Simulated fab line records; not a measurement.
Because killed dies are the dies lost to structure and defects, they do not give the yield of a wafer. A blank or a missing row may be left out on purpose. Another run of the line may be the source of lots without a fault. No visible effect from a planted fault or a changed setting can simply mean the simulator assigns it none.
Commonality check across tools + flow sky130 + Sample size 14 lots and 42 wafers

WHY THIS WAS OPENED
SKY_VT_ADJUST_PCH_TW_MEAS_10, reading VT_ADJUST_PCH_TW: flagged on 2 of 14 lots. No-fault wafers: 143.1, standard deviation 0.74.
Rule: a lot gets a flag if all its wafers with a number sit over 4 standard deviations from that mean, or if no wafer of it has a number. As for the other lots, they are considered sound.

| lot  | measured     | on            | VT_ADJUST_PCH_TW, wafer by wafer | flag    |
|------|--------------|---------------|----------------------------------|---------|
| L827 | day 10 07:59 | film_metro-01 | 143.2 143.6 143.8                |         |
| L828 | day 10 12:52 | film_metro-01 | 142.7 144.0 143.7                |         |
| L832 | day 12 04:11 | film_metro-02 | 143.9 143.6 143.2                |         |
| L833 | day 12 10:59 | film_metro-02 | 143.5 143.6 143.8                |         |
| L835 | day 12 19:50 | film_metro-01 | 143.6 143.5 143.8                |         |
| L836 | day 13 04:32 | film_metro-04 | 142.6 143.5 143.0                |         |
| L838 | day 14 01:02 | film_metro-02 | 30.1 30.1 30.1                   | FLAGGED |
| L839 | day 14 10:38 | film_metro-02 | 30.0 29.9 30.0                   | FLAGGED |
| L840 | day 14 16:54 | film_metro-02 | 142.7 142.8 142.1                |         |
| L841 | day 15 02:22 | film_metro-04 | 141.8 142.6 141.7                |         |
| L846 | day 16 12:53 | film_metro-04 | 142.7 142.4 142.2                |         |
| L847 | day 16 19:40 | film_metro-02 | 143.1 143.8 142.5                |         |
| L849 | day 17 13:49 | film_metro-02 | 143.0 142.8 143.2                |         |
| L850 | day 17 20:44 | film_metro-01 | 143.1 143.6 143.7                |         |
Averaged over the flagged lots the numbers come to 30.0, -113.1 from the usual (-99 or more standard deviations).

EACH LOT AND THE TOOL IT RAN ON
2 process steps preceding the reading are held in the record, out of 708 steps in the route. Read each cell as the tool, then ch plus the chambers that the sampled wafers visited, then the start.
| lot  | flag    | SKY_VT_ADJUST_HVTR_STRIP_10          | SKY_VT_ADJUST_PCH_STRIP_09           |
|------|---------|--------------------------------------|--------------------------------------|
| L827 |         | plasma_asher-03 ch 0,1, day 9 09:53  | plasma_asher-04 ch 0,1, day 10 07:53 |
| L828 |         | plasma_asher-03 ch 0,1, day 9 13:18  | plasma_asher-02 ch 0,1, day 10 12:46 |
| L832 |         | plasma_asher-03 ch 0,1, day 11 03:57 | plasma_asher-04 ch 0,1, day 12 04:05 |
| L833 |         | plasma_asher-01 ch 0,1, day 11 11:22 | plasma_asher-02 ch 0,1, day 12 10:53 |
| L835 |         | plasma_asher-04 ch 0,1, day 11 19:07 | plasma_asher-01 ch 0,1, day 12 19:44 |
| L836 |         | plasma_asher-03 ch 0,1, day 12 03:25 | plasma_asher-02 ch 0,1, day 13 04:26 |
| L838 | FLAGGED | plasma_asher-04 ch 0, day 12 22:39   | plasma_asher-01 ch 1, day 14 00:56   |
| L839 | FLAGGED | plasma_asher-03 ch 0,1, day 13 07:59 | plasma_asher-02 ch 0,1, day 14 10:32 |
| L840 |         | plasma_asher-03 ch 0,1, day 13 14:59 | plasma_asher-02 ch 0,1, day 14 16:49 |
| L841 |         | plasma_asher-01 ch 0,1, day 13 23:29 | plasma_asher-04 ch 0,1, day 15 02:16 |
| L846 |         | plasma_asher-04 ch 1, day 15 08:34   | plasma_asher-02 ch 0,1, day 16 12:47 |
| L847 |         | plasma_asher-01 ch 0,1, day 15 14:32 | plasma_asher-04 ch 0,1, day 16 19:34 |
| L849 |         | plasma_asher-04 ch 0,1, day 16 08:04 | plasma_asher-04 ch 0,1, day 17 13:43 |
| L850 |         | plasma_asher-04 ch 0,1, day 16 14:57 | plasma_asher-04 ch 1, day 17 20:38   |
What is done by these steps:
- SKY_VT_ADJUST_HVTR_STRIP_10: strips in O2/N2.
- SKY_VT_ADJUST_PCH_STRIP_09: strips in O2/N2.
- SKY_VT_ADJUST_PCH_TW_MEAS_10

FLAGGED OVER TOTAL, TOOL BY TOOL (the gauges that took the reading come last)
| step                         | tool            | lots run | flagged | share of the flagged lots | sound lots run after its first flagged lot |
|------------------------------|-----------------|----------|---------|---------------------------|--------------------------------------------|
| SKY_VT_ADJUST_HVTR_STRIP_10  | plasma_asher-01 | 3        | 0       | none                      | -                                          |
| SKY_VT_ADJUST_HVTR_STRIP_10  | plasma_asher-03 | 6        | 1       | some                      | 1 (L840)                                   |
| SKY_VT_ADJUST_HVTR_STRIP_10  | plasma_asher-04 | 5        | 1       | some                      | 3 (L846,L849,L850)                         |
| SKY_VT_ADJUST_PCH_STRIP_09   | plasma_asher-01 | 2        | 1       | some                      | 0                                          |
| SKY_VT_ADJUST_PCH_STRIP_09   | plasma_asher-02 | 6        | 1       | some                      | 2 (L840,L846)                              |
| SKY_VT_ADJUST_PCH_STRIP_09   | plasma_asher-04 | 6        | 0       | none                      | -                                          |
| SKY_VT_ADJUST_PCH_TW_MEAS_10 | film_metro-01   | 4        | 0       | none                      | -                                          |
| SKY_VT_ADJUST_PCH_TW_MEAS_10 | film_metro-02   | 7        | 2       | all                       | 3 (L840,L847,L849)                         |
| SKY_VT_ADJUST_PCH_TW_MEAS_10 | film_metro-04   | 3        | 0       | none                      | -                                          |

WHAT THE TABLE PERMITS
1 row of the table ran every flagged lot: film_metro-02 at SKY_VT_ADJUST_PCH_TW_MEAS_10.
- film_metro-02 at SKY_VT_ADJUST_PCH_TW_MEAS_10: 2 of its 7 lots flagged. Sound lots followed the first flagged one (L840, L847, L849) on it, something a lasting fault affecting the whole tool could not allow.
None of the table's rows ran every flagged lot and, after the first, no sound lot.

WHAT THE SIMULATOR PUT IN
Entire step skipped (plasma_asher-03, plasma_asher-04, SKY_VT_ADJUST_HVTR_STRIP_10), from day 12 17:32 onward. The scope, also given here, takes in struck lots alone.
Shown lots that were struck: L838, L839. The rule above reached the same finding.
